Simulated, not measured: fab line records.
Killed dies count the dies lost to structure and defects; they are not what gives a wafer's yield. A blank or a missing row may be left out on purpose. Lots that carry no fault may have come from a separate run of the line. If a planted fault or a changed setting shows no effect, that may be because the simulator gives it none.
Problem report, 8D (eight disciplines) form, completed by code	flow sky130	the parts of the form that need people (team, actions taken, sign-off) are left out

1. WHAT WENT WRONG
heater power total W at SKY_VIA3_SOFTBAKE_08 reads a mean of 61.74 W on 6 wafers of 2 lots; wafers without a fault read 57.36 W with a standard deviation of 0.11. That puts it +40 standard deviations away from the usual mean.
The step: time 90 s.
First observed at day 40 20:00: wafer L676.2, on litho track-03. Wafers with a number at this step in the record: 42, from 14 lots. Rule for "out" (also "out of limits"): further than 4 standard deviations from the usual mean. Any other wafer with a number is counted as sound.

2. WHAT IT IS, AND WHAT IT ISN'T
question	is	is not
which readings at this step	heater power total W, plate temp C	-
which lots	L676, L680	L670, L671, L672, L673, L684, L686, L688, L689, L690, L691, L692, L693
which wafers of those lots	all that have a number	-
read on which tools	litho track-03	litho track-02, litho track-04
when	from day 40 20:00	up to then (12 sound wafers); but 24 sound wafers of L684, L686, L688, L689, L690, L691, L692, L693 came after

3. THE SUSPECTS, EACH WITH WHAT RULES IT OUT
Counting: any tool at a process step up to the reading is kept as a suspect provided that every lot that is out went through it and no sound lot did after the first of them.
- pvd sputter-03 at SKY_METAL3_SPUTTER_02 (material AlCu, target thk 735 nm, time 39.1 s): ruled out as a lasting fault. Following L676 (day 38 05:02), the first lot on it that is out, the sound lots L693 were run on it.
- litho track-03 at SKY_VIA3_SOFTBAKE_08 (time 90 s): ruled out as a lasting fault. Following L676 (day 40 20:00), the first lot on it that is out, the sound lots L686, L689, L690 were run on it.
Left after counting: nothing in the record.

4. THE CAUSE (what the simulator had put in)
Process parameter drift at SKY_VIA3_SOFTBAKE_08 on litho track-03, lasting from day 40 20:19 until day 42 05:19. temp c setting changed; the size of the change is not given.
Counting ruled it out, wrongly.

5. THE CHAIN OF EFFECTS, in route order
Each row: a reading where the mean over the struck wafers with a number is more than 3 standard deviations away from the usual. Scope: only readings with a usual standard deviation given in the record; hours: median across lots of the time from each lot's start at the first step in this table that gives one to its start at this step; sigmas: change in usual standard deviations.
hours	step	reading	usual	on struck wafers	change	sigmas
0	SKY_VIA3_SOFTBAKE_08	heater power total W	57.36 W	61.74	+4.38	+40
0	SKY_VIA3_SOFTBAKE_08	plate temp C	100.01 C	105.51	+5.50	+39
Here are the process steps it includes:
- SKY_VIA3_SOFTBAKE_08: time 90 s.
Later steps that measure or inspect, where all struck wafers having a row at the step show a number for every such reading and not one has moved that far: SKY_VIA3_OVL_MEAS_13.

6. HOW IT WOULD HAVE BEEN CAUGHT EARLIER
In this record the first reading out of limits was taken at day 40 20:00.
